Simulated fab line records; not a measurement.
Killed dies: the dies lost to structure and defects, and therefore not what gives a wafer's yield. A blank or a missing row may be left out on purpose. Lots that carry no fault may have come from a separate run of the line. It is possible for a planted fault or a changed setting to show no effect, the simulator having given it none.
Chamber matching || flow sky130 || SKY_CONTACT_CVD_00 on pecvd-03 has 3 sister chambers
The step deposits Si3N4, target thk 75 nm. 3 wafers are shown with their chamber, then 7 later ones without.

WAFERS, EACH WITH ITS CHAMBER
{"wafer": "L087.3", "chamber": 2, "heater_power_w (W)": 591}
{"wafer": "L091.3", "chamber": 0, "heater_power_w (W)": 746}
{"wafer": "L091.5", "chamber": 1, "heater_power_w (W)": 855}

WAFERS WHOSE CHAMBER IS MISSING
{"wafer": "L091.6", "heater_power_w (W)": 642}
{"wafer": "L093.1", "heater_power_w (W)": 597}
{"wafer": "L093.2", "heater_power_w (W)": 807}
{"wafer": "L093.4", "heater_power_w (W)": 777}
{"wafer": "L097.3", "heater_power_w (W)": 647}
{"wafer": "L097.4", "heater_power_w (W)": 877}
{"wafer": "L097.5", "heater_power_w (W)": 667}

WHICH CHAMBER EACH ONE RAN IN
{"wafer": "L091.6", "from the rows above": "can't be placed: 2 or 0", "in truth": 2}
{"wafer": "L093.1", "from the rows above": 2, "in truth": 2}
{"wafer": "L093.2", "from the rows above": "can't be placed: 1 or 0", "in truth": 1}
{"wafer": "L093.4", "from the rows above": "can't be placed: 0 or 1", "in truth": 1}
{"wafer": "L097.3", "from the rows above": "can't be placed: 2 or 0", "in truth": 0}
{"wafer": "L097.4", "from the rows above": 1, "in truth": 1}
{"wafer": "L097.5", "from the rows above": "can't be placed: 2 or 0", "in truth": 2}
Correctly placed: 2 of 7. From these rows, 5 cannot be placed; in 5 the true chamber is one of the candidates. 0 placed wrongly.
How it was worked out, from the rows above alone: a wafer's distance from a chamber is the root of the sum, over the readings, of the square of ((its reading less the chamber's mean) divided by the reading's scatter). If the next closest chamber is less than 2 further off than the closest, the wafer can't be placed; otherwise it belongs to the closest. The mean given for a chamber averages the wafers shown for that chamber. The scatter (one wafer shown for each chamber): square how far every hidden wafer sits from the nearest shown wafer, average those squares and take the square root.
